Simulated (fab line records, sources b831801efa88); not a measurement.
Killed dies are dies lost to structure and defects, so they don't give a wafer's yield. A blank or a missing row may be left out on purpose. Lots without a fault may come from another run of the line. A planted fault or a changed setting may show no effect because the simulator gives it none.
Which tool did it? | flow sky130 | 12 lots, 36 wafers sampled, at 2 steps of a route of 708

WHAT THE GAUGES READ, wafer by wafer
SKY_VIA4_THK_MEAS_01. Usual: VIA4_HDPCVD_THK 1758 nm, standard deviation 23.
lot  | measured     | on            | VIA4_HDPCVD_THK (nm) | flag
L945 | day 42 04:26 | film_metro-04 | 1749 1764 1761       |
L946 | day 42 06:31 | film_metro-01 | 1745 1761 1790       |
L947 | day 42 10:07 | film_metro-02 | 1755 1771 1749       |
L948 | day 42 22:06 | film_metro-01 | 1757 1723 1726       |
L950 | day 43 12:55 | film_metro-01 | 1747 1739 1738       |
L951 | day 43 13:05 | film_metro-02 | 1769 1733 1737       |
L953 | day 44 04:27 | film_metro-04 | 1764 1792 1775       |
L964 | day 46 20:59 | film_metro-02 | 1811 1759 1788       |
L965 | day 47 01:17 | film_metro-01 | 1744 1710 1775       |
L966 | day 47 17:52 | film_metro-01 | 1776 1715 1778       |
L967 | day 47 20:00 | film_metro-02 | 1796 1730 1770       |
L968 | day 48 01:44 | film_metro-04 | 1707 1743 1722       |

WHICH TOOL RAN EACH LOT (tool, then ch and the chambers of the sampled wafers, then the start)
lot  | SKY_VIA1_CVD_21
L945 | cvd_w-01 ch 0,1, day 34 09:40
L946 | cvd_w-02 ch 0,1, day 34 11:13
L947 | cvd_w-02 ch 0,1, day 34 17:25
L948 | cvd_w-01 ch 0, day 35 04:20
L950 | cvd_w-02 ch 0,1, day 35 20:17
L951 | cvd_w-01 ch 0, day 35 20:40
L953 | cvd_w-01 ch 0,1, day 36 17:11
L964 | cvd_w-02 ch 0,1, day 39 19:32
L965 | cvd_w-02 ch 0,1, day 39 23:47
L966 | cvd_w-01 ch 0,1, day 40 15:08
L967 | cvd_w-01 ch 0,1, day 40 21:43
L968 | cvd_w-02 ch 0,1, day 41 06:13
- SKY_VIA1_CVD_21: deposits W, target thk 270 nm, time 80.902 s.

WHAT THE TOOLS THEMSELVES READ (means of the sampled wafers that have a number; where no wafer has one, the mark that the record gives instead)
SKY_VIA1_CVD_21. Usual: heater_power_w 839 W, standard deviation 45.
lot  | tool     | heater_power_w (W) | flag
L945 | cvd_w-01 | 841                |
L946 | cvd_w-02 | 869                |
L947 | cvd_w-02 | 866                |
L948 | cvd_w-01 | 799                |
L950 | cvd_w-02 | 878                |
L951 | cvd_w-01 | 794                |
L953 | cvd_w-01 | 820                |
L964 | cvd_w-02 | 861                |
L965 | cvd_w-02 | 893                |
L966 | cvd_w-01 | 796                |
L967 | cvd_w-01 | 822                |
L968 | cvd_w-02 | 848                |

THE ANSWER, worked out from the rows above alone
Rule: a lot is off if the mean of its wafers that have a number lies more than 3 standard deviations from the usual mean. A lot without any number at a reading at which 4 lots or more have one is off too. The other lots that the step has rows for count as sound. The gauges are gone through in route order, then the tools' own readings, and for those a lot's mean is taken as printed above. The first step at which some lot is off is used, and at that step the reading that is off furthest; a lot without a number counts as furthest.
No lot is off at any reading shown: from this, nothing can be told.

WHAT THE SIMULATOR HAD PUT IN
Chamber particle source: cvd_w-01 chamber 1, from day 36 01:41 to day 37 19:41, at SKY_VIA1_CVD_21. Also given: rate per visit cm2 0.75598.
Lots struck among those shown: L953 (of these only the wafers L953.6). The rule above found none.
